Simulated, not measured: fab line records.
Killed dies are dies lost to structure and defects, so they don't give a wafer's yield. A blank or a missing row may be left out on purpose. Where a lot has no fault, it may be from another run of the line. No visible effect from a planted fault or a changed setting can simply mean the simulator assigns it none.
2 desks looking at one fault ; flow gf180mcu ; numbers are kept per desk, each desk with only its own; the story behind them comes last

## THE METROLOGY DESK
What the gauges read, lot by lot, whatever tool the lot ran on: means of the sampled wafers that have a number. A lot is out of limits, marked OUT, if its mean lies more than 4 standard deviations from the usual mean; the brackets give that distance.
Columns: A = M4_ALCU_RS at GF_M4_RS_MEAS_05, usual 0.0694 ohm/sq; B = M4_ALCU_THK at GF_M4_THK_MEAS_06, usual 449 nm; C = cdNm at GF_M4_CD_MEAS_14, usual 280.2 nm; D = M4_OVL at GF_M4_OVL_MEAS_15, usual -2 nm
lot;first seen here;A;B;C;D
L169;day 24 05:31;0.0684;457;279.0;-1
L171;day 24 19:57;0.0697;449;280.6;1
L175;day 26 09:36;0.0690;450;281.2;-2
L184;day 28 14:49;0.0700;448;282.9;-6
L185;day 28 20:56;0.0688;457;283.7;-0
L187;day 29 09:46;0.0699;447;282.3;-3
This desk's finding: nothing out of limits on any of the 6 lots.

## THE TOOL OWNER'S DESK: lithoTrack-04
The tool's own readings at GF_M4_PEB_12 (peb time 90 s): means of the sampled wafers that have a number, for each lot that ran on this tool. A lot is out of limits, marked OUT, if its mean lies more than 4 standard deviations from the usual mean; the brackets give that distance.
Columns: A = heaterPowerTotalW at GF_M4_PEB_12, usual 85.70 W
lot;first seen here;A
L171;day 25 16:40;85.76
L175;day 27 06:13;85.63
L184;day 29 09:04;91.70 (+71) OUT
L185;day 29 15:10;91.64 (+71) OUT
This desk's verdict: out of limits on L184, L185, starting with L184 at day 29 09:04 (heaterPowerTotalW at GF_M4_PEB_12). In limits: L171, L175.

## PUT TOGETHER
An alarm could have come from the tool owner's desk at day 29 09:04, on L184, L185.
The metrology desk saw nothing out of limits.
The metrology desk has L184, L185 on record, within its limits.
On lithoTrack-04, each named lot ran GF_M4_PEB_12.

## WHAT HAD BEEN PUT IN BY THE SIMULATOR
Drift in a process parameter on lithoTrack-04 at GF_M4_PEB_12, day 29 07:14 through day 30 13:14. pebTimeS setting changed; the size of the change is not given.
Struck lots among those shown: L184, L185.
How many hours passed from the start of the fault until each desk's first out-of-limits reading: the tool owner's desk, 2.
